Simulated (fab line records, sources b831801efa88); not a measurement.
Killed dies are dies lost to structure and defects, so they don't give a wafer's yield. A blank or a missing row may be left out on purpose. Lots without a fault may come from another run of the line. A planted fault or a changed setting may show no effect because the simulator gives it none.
fab line records | flow sky130
record lots=10 wafers=30 last_day=50
route steps=708 shown CONTACT@432 METAL1@451 PAD_OPEN@708
lots that met no fault: from a run of the same line without faults
start_h: hours from the record's first day to the start of the lot's first wafer shown | wait_h: hours since the lot's step before | " the same as in the row above | L1.1+2: a row that stands for several wafers | - no value, or no start given | * or withheld: withheld | < > ~ a bound
route shown NAME@n: a module of which the file shows steps, and the number in the route of the first | usual: mean/standard deviation of fault-free wafers | same: alike in all rows | chamber/n: place in a boat | sites: the reading at each site | _std_site: their standard deviation | _edge_site: outer sites' mean less inner sites' | radius_mm: how far each site lies from the wafer's centre | mask NAME#n: copy n | behind: the tool/chamber that last shaped the wafer | hold: why the lot was held/for how many hours/how that ended | device: the transistor (n, p or np) that didn't switch | end of line: the same wafers' tests at the end of the route | a step without rows: its recipe alone | killed: dies lost to structure and defects at the first sort, not the wafer's yield | map: a wafer's dies, x killed, . not, _ none there
set.NAME: the setting as run; set.NAME@STEP: as run at that earlier step | model.NAME: the simulator's own value behind a step, which no gauge read
steps of the route over a sample of lots; a table a step, a row a wafer
services: from which hour (start_h, from the record's first day; less than 0 if before it) a tool's chamber was out of use, for how many hours, and why
## steps
# step SKY_CONTACT_THK_MEAS_26
# recipe thk_meas_gauge=xrf reads=W_of_CONTACT_CVD_24
# usual CONTACT_W_THK=331/4.9
# columns lot.wafer tool chamber start_h wait_h CONTACT_W_THK[nm]
L682.2 film_metro-02 - 777.29 0.1 330
L682.5 " - " " 327
L682.6 " - " " 329
L687.2 film_metro-02 - 821.71 0.1 332
L687.3 " - " " 319
L687.4 " - " " 331
L688.2 film_metro-01 - 832.80 0.1 334
L688.3 " - " " 337
L688.5 " - " " 332
L690.2 film_metro-03 - 835.00 0.1 334
L690.4 " - " " 334
L690.5 " - " " 334
L689.2 film_metro-03 - 837.72 0.1 325
L689.3 " - " " 330
L689.4 " - " " 327
L693.3 film_metro-03 - 856.61 0.1 343
L693.4 " - " " 327
L693.6 " - " " 328
L698.1 film_metro-03 - 884.68 0.1 331
L698.3 " - " " 335
L698.5 " - " " 333
L697.1 film_metro-02 - 886.70 0.1 330
L697.2 " - " " 329
L697.4 " - " " 329
L699.2 film_metro-02 - 897.91 0.1 327
L699.3 " - " " 325
L699.5 " - " " 326
L700.1 film_metro-01 - 899.55 0.1 334
L700.2 " - " " 328
L700.4 " - " " 338
# step SKY_METAL1_DESCUM_17
# recipe chemistry=O2 source_power_w=150 bias_power_w=0 pressure_mtorr=10 temp_c=40 time_s=8
# usual drypump_motor_current_A=5.48/0.26 he_backside_leak_sccm=3.33/0.19 oes_product_au=0.998/0.0089
# columns lot.wafer tool chamber start_h wait_h drypump_motor_current_A he_backside_leak_sccm oes_product_au rf_hours_counter_h
L682.2 rie_metal-04 0 804.28 0.0 5.27 3.04 0.995 6
L682.5 " 1 " " 5.59 3.41 1.002 -
L682.6 " 0 " " 5.28 3.13 0.998 -
L687.2 rie_metal-04 0 848.53 0.0 5.31 3.40 1.004 8
L687.3 " 0 " " 5.29 3.36 0.998 -
L687.4 " 1 " " 5.58 3.64 0.997 -
L688.2 rie_metal-02 1 859.63 0.0 4.98 3.41 1.005 0
L688.3 " 0 " " 5.71 2.95 0.989 -
L688.5 " 1 " " 4.97 3.27 1.018 -
L690.2 rie_metal-01 1 861.31 0.0 5.49 3.26 1.002 2
L690.4 " 1 " " 5.49 3.33 0.982 -
L690.5 " 0 " " 5.74 3.30 0.993 -
L689.2 rie_metal-02 0 863.93 0.0 5.71 3.42 0.981 14
L689.3 " 1 " " 4.98 3.42 1.010 -
L689.4 " 0 " " 5.70 3.36 0.987 -
L693.3 rie_metal-02 1 883.14 0.0 5.00 3.23 1.001 -
L693.4 " 0 " " 5.67 3.17 0.992 -
L693.6 " 1 " " 4.98 3.35 1.012 -
L698.1 rie_metal-02 0 910.72 0.0 5.71 3.21 0.984 16
L698.3 " 1 " " 4.97 3.37 1.007 -
L698.5 " 0 " " 5.70 3.01 0.983 -
L697.1 rie_metal-02 1 912.38 0.0 4.98 3.27 1.009 2
L697.2 " 0 " " 5.71 3.37 0.989 16
L697.4 " 0 " " 5.72 3.34 1.001 -
L699.2 rie_metal-04 0 923.47 0.0 5.28 3.27 1.001 11
L699.3 " 0 " " 5.26 3.27 1.012 -
L699.5 " 0 " " 5.28 3.18 1.006 -
L700.1 rie_metal-01 1 935.03 0.0 5.48 3.02 0.984 5
L700.2 " 1 " " 5.49 3.03 0.996 -
L700.4 " 1 " " 5.50 3.26 0.996 -
# step SKY_METAL1_ETCH_18
# recipe chemistry=N2/H2 target=BARC ion_energy_ev=200 bias_w=100 pressure_mtorr=30 n2_flow_sccm=100 h2_flow_sccm=200 icp_w=500 stop_on=SiO2 time_s=45.9 target_depth_a=600
# usual bias_w=99.99/0.29 chamber_pressure_mTorr=30.000/0.028 drypump_motor_current_A=5.50/0.27 he_backside_leak_sccm=3.4/0.39 oes_product_au=0.854/0.0051 throttle_valve_pct=13.225/0.0091
# columns lot.wafer tool chamber start_h wait_h bias_w chamber_pressure_mTorr drypump_motor_current_A he_backside_leak_sccm oes_product_au rf_hours_counter_h throttle_valve_pct
L682.2 rie_metal-04 0 804.31 0.0 99.93 29.982 5.28 3.4 0.856 6 13.228
L682.5 " 1 " " 100.23 29.985 5.63 3.4 0.859 - 13.219
L682.6 " 0 " " 100.24 29.983 5.31 3.5 0.857 - 13.241
L687.2 rie_metal-04 0 848.56 0.0 100.25 29.988 5.29 3.2 0.859 8 13.213
L687.3 " 0 " " 100.33 30.066 5.28 3.3 0.852 - 13.228
L687.4 " 1 " " 99.37 30.019 5.61 4.0 0.850 - 13.210
L688.2 rie_metal-02 1 859.66 0.0 100.04 30.004 4.98 3.2 0.847 0 13.218
L688.3 " 0 " " 99.53 30.012 5.75 3.2 0.850 - 13.231
L688.5 " 1 " " 100.03 30.027 4.99 3.3 0.850 - 13.220
L690.2 rie_metal-01 1 861.35 0.0 100.43 30.035 5.48 4.5 0.852 2 13.225
L690.4 " 1 " " 100.33 29.959 5.49 3.4 0.850 - 13.213
L690.5 " 0 " " 99.96 29.988 5.77 3.4 0.856 - 13.227
L689.2 rie_metal-02 0 863.96 0.0 100.50 29.984 5.75 3.4 0.858 14 13.232
L689.3 " 1 " " 100.06 29.972 4.97 3.3 0.854 - 13.220
L689.4 " 0 " " 99.64 29.976 5.74 3.3 0.854 - 13.228
L693.3 rie_metal-02 1 883.18 0.0 100.24 29.996 4.98 3.1 0.850 - 13.192
L693.4 " 0 " " 99.73 29.934 5.72 3.3 0.845 - 13.228
L693.6 " 1 " " 99.98 29.994 4.99 3.4 0.849 - 13.211
L698.1 rie_metal-02 0 910.75 0.0 99.86 30.001 5.72 3.3 0.865 16 13.228
L698.3 " 1 " " 100.38 29.967 4.99 3.3 0.854 - 13.217
L698.5 " 0 " " 100.09 29.982 5.73 3.3 0.863 - 13.231
L697.1 rie_metal-02 1 912.41 0.0 99.56 30.014 4.99 3.2 0.856 2 13.224
L697.2 " 0 " " 100.14 29.985 5.74 3.4 0.857 16 13.224
L697.4 " 0 " " 99.99 30.071 5.73 3.5 0.849 - 13.231
L699.2 rie_metal-04 0 923.50 0.0 99.89 29.995 5.29 3.4 0.861 11 13.209
L699.3 " 0 " " 99.62 29.982 5.29 3.3 0.867 - 13.236
L699.5 " 0 " " 99.76 29.993 5.30 3.2 0.865 - 13.224
L700.1 rie_metal-01 1 935.09 0.1 99.83 30.012 5.49 3.2 0.854 5 13.226
L700.2 " 1 " " 99.68 30.018 5.48 3.2 0.850 - 13.227
L700.4 " 1 " " 99.68 30.041 5.50 3.1 0.849 - 13.241
# step SKY_METAL1_METAL_ETCH_19
# recipe target_depth_a=3600 stop_on=SiO2 over_etch_frac=0.3 time_s=78 chemistry=Cl2/BCl3 resist_sidewall_deg=88 pressure_mtorr=10 icp_w=900 bias_w=48.5 Cl2_flow_sccm=60 bcl3_flow_sccm=30
# usual bcl3_flow_sccm=30.00/0.091 bias_w=48.50/0.14 drypump_motor_current_A=5.49/0.27 he_backside_leak_sccm=3.31/0.16 oes_product_au=0.856/0.0059 throttle_valve_pct=22.265/0.0094
# columns lot.wafer tool chamber start_h wait_h bcl3_flow_sccm bias_w drypump_motor_current_A he_backside_leak_sccm oes_product_au rf_hours_counter_h throttle_valve_pct
L682.2 rie_metal-04 0 804.37 0.0 29.95 48.31 5.29 3.45 0.848 6 22.263
L682.5 " 1 " " 30.10 48.59 5.59 3.51 0.854 - 22.255
L682.6 " 0 " " 30.08 48.29 5.29 3.24 0.842 - 22.279
L687.2 rie_metal-04 0 848.62 0.0 29.97 48.65 5.29 3.45 0.856 8 22.265
L687.3 " 0 " " 29.97 48.61 5.30 3.25 0.846 - 22.279
L687.4 " 1 " " 30.00 48.34 5.63 3.51 0.848 - 22.271
L688.2 rie_metal-02 1 859.72 0.0 - - - - - - -
L688.3 " 0 " " - - - - - - -
L688.5 " 1 " " - - - - - - -
L690.2 rie_metal-01 1 861.41 0.0 - - - - - - -
L690.4 " 1 " " - - - - - - -
L690.5 " 0 " " - - - - - - -
L689.2 rie_metal-02 0 864.02 0.0 30.07 48.48 5.72 3.30 0.846 14 22.282
L689.3 " 1 " " 29.93 48.52 4.97 3.22 0.848 - 22.268
L689.4 " 0 " " 29.93 48.45 5.69 3.21 0.853 - 22.265
L693.3 rie_metal-02 1 883.25 0.1 30.16 48.38 4.98 3.40 0.859 - 22.262
L693.4 " 0 " " 30.00 48.68 5.71 3.25 0.868 - 22.281
L693.6 " 1 " " 30.06 48.46 4.96 3.13 0.856 - 22.250
L698.1 rie_metal-02 0 910.81 0.0 29.89 48.41 5.73 3.42 0.859 16 22.257
L698.3 " 1 " " 30.09 48.46 4.96 3.30 0.848 - 22.271
L698.5 " 0 " " 30.06 48.35 5.71 3.26 0.853 - 22.256
L697.1 rie_metal-02 1 912.47 0.0 29.93 48.43 4.97 3.23 0.848 2 22.255
L697.2 " 0 " " 29.85 48.42 5.72 3.36 0.853 16 22.267
L697.4 " 0 " " 29.88 48.43 5.74 3.25 0.866 - 22.273
L699.2 rie_metal-04 0 923.56 0.0 29.90 48.69 5.31 3.35 0.854 11 22.246
L699.3 " 0 " " 30.02 48.62 5.29 3.33 0.847 - 22.262
L699.5 " 0 " " 29.96 48.51 5.29 3.18 0.856 - 22.254
L700.1 rie_metal-01 1 935.22 0.1 30.03 48.66 5.47 3.14 0.849 5 22.259
L700.2 " 1 " " 30.04 48.37 5.49 3.10 0.865 - 22.270
L700.4 " 1 " " 29.96 48.49 5.49 2.96 0.858 - 22.270
# step SKY_METAL1_STRIP_20
# recipe chemistry=O2/N2 power_w=1400 pressure_mtorr=1500 platen_temp_c=withheld o2_flow_sccm=3000 n2_flow_sccm=300 overash_fraction=0.5
# usual drypump_motor_current_A=6.0/0.37 oes_product_au=0.343/0.0046 strip_time_to_endpoint_s=2.70/0.034
# columns lot.wafer tool chamber start_h wait_h drypump_motor_current_A oes_product_au rf_hours_counter_h strip_time_to_endpoint_s
L682.2 plasma_asher-02 0 804.46 0.1 5.6 0.348 38 2.67
L682.5 " 1 " " 5.6 0.342 - 2.68
L682.6 " 0 " " 5.6 0.338 - 2.71
L687.2 plasma_asher-03 0 848.71 0.1 6.5 0.350 103 2.70
L687.3 " 1 " " 6.0 0.347 - 2.70
L687.4 " 0 " " 6.5 0.342 - 2.68
L688.2 plasma_asher-01 0 859.81 0.1 5.5 0.442 72 5.18
L688.3 " 1 " " 6.2 0.451 - 5.18
L688.5 " 1 " " 6.2 0.446 - 5.18
L690.2 plasma_asher-01 0 861.50 0.1 5.5 0.451 72 5.23
L690.4 " 0 " " 5.5 0.446 - 5.21
L690.5 " 1 " " 6.2 0.444 - 5.22
L689.2 plasma_asher-02 0 864.11 0.1 5.6 0.343 44 2.76
L689.3 " 0 " " 5.6 0.335 - 2.63
L689.4 " 1 " " 5.6 0.342 - 2.74
L693.3 plasma_asher-03 1 883.35 0.1 6.1 0.339 - 2.67
L693.4 " 0 " " 6.5 0.347 - 2.72
L693.6 " 0 " " 6.5 0.343 - 2.69
L698.1 plasma_asher-01 1 910.90 0.1 6.2 0.349 77 2.69
L698.3 " 1 " " 6.2 0.335 - 2.66
L698.5 " 0 " " 5.5 0.349 - 2.73
L697.1 plasma_asher-01 1 912.56 0.1 6.2 0.338 77 2.67
L697.2 " 0 " " 5.5 0.344 77 2.75
L697.4 " 0 " " 5.5 0.346 - 2.73
L699.2 plasma_asher-02 1 923.65 0.1 5.6 0.337 49 2.65
L699.3 " 1 " " 5.6 0.336 - 2.63
L699.5 " 1 " " 5.6 0.341 - 2.66
L700.1 plasma_asher-01 0 935.40 0.1 5.5 0.346 80 2.73
L700.2 " 1 " " 6.2 0.345 80 2.73
L700.4 " 1 " " 6.2 0.347 - 2.76
# step SKY_PAD_OPEN_PROBE_99
# usual defect_limited_yield=82.2/1.9 killed_at_M0_to_M3=44/6.8 killed_at_M4_up=3.1/1.8 killed_at_contacts=25/5.2 killed_at_front_end=15/4.1 killed_at_other=0.3/0.62 killed_dies=88/9.4 killed_on_rim=17/3.7 killed_open=48/7.1 killed_short=40/6.1 sort_bin_3_pad_short=0.9/0.38 sort_bin_5_function=10.5/1.5 sort_bin_6_memory=6.5/1.2 sort_bin_8_speed=0.5/0.95 sort_n_pass=402/10 sort_yield_pct=81.6/2
# same gross_dies=492 killed_at_back_side=0 sort_bin_4_leakage[%]=0
# columns lot.wafer tool chamber start_h wait_h defect_limited_yield[%] killed_at_M0_to_M3 killed_at_M4_up killed_at_contacts killed_at_front_end killed_at_other killed_dies killed_on_rim killed_open killed_short sort_bin_3_pad_short[%] sort_bin_5_function[%] sort_bin_6_memory[%] sort_bin_8_speed[%] sort_n_pass sort_yield_pct[%]
L687.2 prober-01 - 1141.16 0.1 83.5 45 1 20 14 1 81 14 46 35 0.4 9.3 6.7 0.4 409 83.1
L687.3 prober-01 - 1141.21 0.2 79.9 55 3 27 14 0 99 20 49 50 1.2 12.2 6.7 0 393 79.9
L687.4 prober-01 - 1141.26 0.2 82.1 52 0 20 16 0 88 14 43 45 0.4 11.2 6.3 0.4 402 81.7
L688.2 prober-02 - 1146.65 0.1 0 452 1 22 17 0 492 96 51 31 1.0 94.3 4.7 0 0 0
L688.3 prober-02 - 1146.70 0.2 0 460 2 20 10 0 492 96 39 29 1.2 94.5 4.3 0 0 0
L688.5 prober-02 - 1146.80 0.2 0 458 2 20 12 0 492 96 37 42 0.4 93.7 5.9 0 0 0
L690.2 prober-01 - 1151.68 0.1 0 450 2 23 17 0 492 96 42 40 0.2 92.5 7.3 0 0 0
L690.4 prober-01 - 1151.78 0.2 0 442 0 36 13 1 492 96 53 43 1.0 91.7 7.3 0 0 0
L690.5 prober-01 - 1151.83 0.2 0 441 4 32 14 1 492 96 48 39 1.0 92.1 6.9 0 0 0
L693.3 prober-01 - 1164.20 0.2 84.8 39 2 15 19 0 75 15 43 30 0.4 8.3 6.5 0 417 84.8
L693.4 prober-01 - 1164.25 0.2 79.9 51 5 29 14 0 99 19 54 44 1.4 12.0 6.7 1.0 388 78.9
L693.6 prober-01 - 1164.35 0.2 77.6 54 7 25 24 0 110 20 57 53 1.0 13.0 8.3 0.6 379 77.0
L700.1 prober-01 - 1198.64 0.1 82.1 43 4 16 25 0 88 14 39 49 0.8 11.2 5.9 0 404 82.1
L700.2 prober-01 - 1198.69 0.1 80.5 41 3 36 16 0 96 13 54 42 0.6 11.8 7.1 0.6 393 79.9
L700.4 prober-01 - 1198.79 0.2 81.7 46 6 25 13 0 90 16 40 48 0.8 9.6 7.9 0.2 401 81.5
# killed by level:class
L687.2 CONTACT:geometric_particle:open=11 VIA3:geometric_particle:open=9 VIA1:geometric_particle:open=7 METAL1:geometric_particle:short=6 VIA1:geometric_particle:short=6 FIELD_ISO:geometric_particle:open=5 VIA2:geometric_particle:open=5 FIELD_ISO:geometric_particle:short=4
L687.3 VIA1:geometric_particle:open=15 METAL2:geometric_particle:short=9 CONTACT:geometric_particle:short=8 METAL1:geometric_particle:short=8 LI_CONTACT:geometric_particle:open=6 CONTACT:geometric_particle:open=6 VIA1:geometric_particle:short=6 VIA2:geometric_particle:open=5
L687.4 VIA2:geometric_particle:open=10 METAL1:geometric_particle:short=10 VIA1:geometric_particle:open=10 VIA1:geometric_particle:short=7 FIELD_ISO:geometric_particle:open=6 CONTACT:geometric_particle:open=6 METAL2:geometric_particle:short=5 POLY_GATE:geometric_particle:short=4
L688.2 METAL1:area_etch=410 VIA1:geometric_particle:open=14 CONTACT:geometric_particle:open=8 FIELD_ISO:geometric_particle:short=6 LI_CONTACT:geometric_particle:open=6 METAL1:geometric_particle:short=6 VIA2:geometric_particle:open=6 VIA3:geometric_particle:open=6
L688.3 METAL1:area_etch=424 VIA1:geometric_particle:open=11 CONTACT:geometric_particle:open=6 VIA3:geometric_particle:open=6 LOCAL_INTERCONNECT:geometric_particle:short=5 VIA2:geometric_particle:open=5 VIA3:geometric_particle:short=4 LI_CONTACT:geometric_particle:open=3
L688.5 METAL1:area_etch=413 VIA1:geometric_particle:open=9 METAL1:geometric_particle:short=7 VIA1:geometric_particle:short=6 CONTACT:geometric_particle:open=6 CONTACT:geometric_particle:short=6 VIA3:geometric_particle:open=6 METAL2:geometric_particle:short=4
L690.2 METAL1:area_etch=410 CONTACT:geometric_particle:open=12 METAL2:geometric_particle:short=9 LI_CONTACT:geometric_particle:open=7 VIA3:geometric_particle:short=6 VIA1:geometric_particle:short=6 FIELD_ISO:geometric_particle:short=5 POLY_GATE:geometric_particle:open=5
L690.4 METAL1:area_etch=396 CONTACT:geometric_particle:open=18 VIA1:geometric_particle:short=12 VIA1:geometric_particle:open=8 LI_CONTACT:geometric_particle:open=6 CONTACT:geometric_particle:short=6 VIA2:geometric_particle:open=6 LOCAL_INTERCONNECT:geometric_particle:short=5
L690.5 METAL1:area_etch=405 CONTACT:geometric_particle:open=10 VIA1:geometric_particle:open=8 CONTACT:geometric_particle:short=7 LI_CONTACT:geometric_particle:open=6 LOCAL_INTERCONNECT:geometric_particle:short=6 VIA1:geometric_particle:short=6 VIA3:geometric_particle:open=6
L693.3 VIA1:geometric_particle:open=13 VIA2:geometric_particle:open=7 POLY_GATE:geometric_particle:open=6 VIA1:geometric_particle:short=5 VIA3:geometric_particle:open=5 FIELD_ISO:geometric_particle:open=4 POLY_GATE:geometric_particle:short=3 LI_CONTACT:geometric_particle:short=3
L693.4 VIA1:geometric_particle:open=11 CONTACT:geometric_particle:open=10 LI_CONTACT:geometric_particle:open=9 VIA3:geometric_particle:open=8 VIA2:geometric_particle:open=7 METAL1:geometric_particle:short=6 VIA2:geometric_particle:short=5 CONTACT:geometric_particle:short=4
L693.6 VIA1:geometric_particle:open=14 METAL2:geometric_particle:short=11 POLY_GATE:geometric_particle:open=8 CONTACT:geometric_particle:open=8 LI_CONTACT:geometric_particle:open=7 FIELD_ISO:geometric_particle:short=6 FIELD_ISO:geometric_particle:open=6 CONTACT:geometric_particle:short=6
L700.1 METAL2:geometric_particle:short=9 FIELD_ISO:geometric_particle:open=8 VIA1:geometric_particle:open=7 VIA1:geometric_particle:short=7 CONTACT:geometric_particle:short=5 CONTACT:geometric_particle:open=5 VIA3:geometric_particle:open=5 FIELD_ISO:geometric_particle:short=4
L700.2 CONTACT:geometric_particle:open=13 LI_CONTACT:geometric_particle:open=9 VIA1:geometric_particle:open=8 VIA2:geometric_particle:open=7 FIELD_ISO:geometric_particle:short=6 POLY_GATE:geometric_particle:open=6 LOCAL_INTERCONNECT:geometric_particle:short=5 METAL1:geometric_particle:short=5
L700.4 METAL1:geometric_particle:short=12 VIA1:geometric_particle:open=10 LOCAL_INTERCONNECT:geometric_particle:short=9 CONTACT:geometric_particle:open=7 CONTACT:geometric_particle:short=6 FIELD_ISO:geometric_particle:open=5 VIA2:geometric_particle:open=4 METAL1:geometric_particle:open=4
## services
# columns tool chamber start_h hours kind
plasma_asher-03 - 786.92 8.3 repair
rie_metal-01 1 795.43 - clean
rie_metal-01 1 795.43 17.9 scheduled_down
rie_metal-01 1 795.43 17.9 vent_cycle
rie_metal-02 1 822.60 - clean
rie_metal-02 1 822.60 20.7 scheduled_down
rie_metal-02 1 822.60 20.7 vent_cycle
rie_metal-02 - 833.35 2.8 pm
rie_metal-01 - 833.67 0.2 repair
rie_metal-01 - 838.06 1.0 repair
rie_metal-02 - 842.60 10.0 pm
plasma_asher-01 - 843.51 2.8 pm
plasma_asher-01 - 846.91 6.3 repair
rie_metal-01 - 857.63 1.4 pm
rie_metal-04 - 887.92 1.4 pm
rie_metal-04 - 892.66 4.3 pm
rie_metal-04 - 903.46 2.8 pm
plasma_asher-02 - 912.02 7.4 repair
rie_metal-02 0 923.77 - clean
rie_metal-02 0 923.77 18.5 scheduled_down
rie_metal-02 0 923.77 18.5 vent_cycle
rie_metal-01 0 930.71 13.0 repair
## key
first_sign step=SKY_METAL1_METAL_ETCH_19 reading=tool_record direction=missing
effect step=SKY_METAL1_STRIP_20 reading=strip_time_to_endpoint_s direction=up sigmas=75 usual=* struck=*
effect step=SKY_PAD_OPEN_PROBE_99 reading=killed_at_M0_to_M3 direction=up sigmas=60 usual=44 struck=450
more_kills_born_at SKY_METAL1_METAL_ETCH_19@rie_metal-02=1247 SKY_METAL1_METAL_ETCH_19@rie_metal-01=1211
met_at SKY_METAL1_METAL_ETCH_19
struck_lots L688,L690
later_rows_left_out L688.2,L688.3,L688.5,L690.2,L690.4,L690.5
not_acting_at SKY_CONTACT_THK_MEAS_26,SKY_METAL1_DESCUM_17,SKY_METAL1_ETCH_18
fault kind=skipped_step_whole tool=rie_metal-01,rie_metal-02 chamber=- onset_h=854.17 steps=SKY_METAL1_METAL_ETCH_19 scope=struck_lots_only
# later_rows_left_out: the simulator's readings of these wafers behind a module that went badly wrong aren't trusted and aren't shown, but for the sort
